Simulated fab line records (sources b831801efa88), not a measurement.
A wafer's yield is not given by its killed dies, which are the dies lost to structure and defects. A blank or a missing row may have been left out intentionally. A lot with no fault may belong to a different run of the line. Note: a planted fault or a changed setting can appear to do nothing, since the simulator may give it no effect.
Chamber matching ; flow gf180mcu ; GF_V4_ETCH_16 on rie-diel-02: 4 sister chambers
The step etches BARC in N2/H2. 8 wafers are shown with their chamber, then 7 later ones without.

WAFERS PAIRED WITH THEIR CHAMBERS
wafer;chamber;throttle-valve-pct (%);oes-product-au (a.u.)
L988.1;2;13.226;0.853
L990.2;0;13.210;0.853
L990.4;1;13.210;0.854
L995.1;0;13.227;0.847
L995.3;1;13.231;0.849
L995.6;3;13.223;0.864
L996.1;3;13.229;0.853
L996.3;2;13.227;0.853

WAFERS MISSING THEIR CHAMBER
wafer;throttle-valve-pct (%);oes-product-au (a.u.)
L996.5;13.219;0.854
L998.4;13.227;0.847
L998.5;13.222;0.864
L998.6;13.227;0.860
L104.1;13.230;0.863
L104.5;13.232;0.846
L104.6;13.224;0.852

EACH ONE'S CHAMBER
wafer;from the rows above;in truth
L996.5;can't be placed: 1 or 2 or 0 or 3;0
L998.4;can't be placed: 0 or 1 or 2 or 3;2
L998.5;can't be placed: 3 or 2 or 1 or 0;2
L998.6;can't be placed: 3 or 2 or 1 or 0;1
L104.1;can't be placed: 3 or 2 or 1 or 0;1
L104.5;can't be placed: 2 or 0 or 1 or 3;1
L104.6;can't be placed: 2 or 1 or 0 or 3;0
Placed correctly: 0 of 7. These rows do not allow placing 7 (true chamber among the candidates in 7). Wrongly placed: 0.
How it was worked out, from the rows above alone: a wafer's distance from a chamber is the root of the sum, over the readings, of the square of ((its reading less the chamber's mean) divided by the reading's scatter). If the next closest chamber is less than 2 further off than the closest, the wafer can't be placed; otherwise it belongs to the closest. The mean given for a chamber averages the wafers shown for that chamber. The scatter: take each reading less its chamber's mean, square it, sum over the shown wafers, divide by the number of wafers less the number of chambers, and take the root.
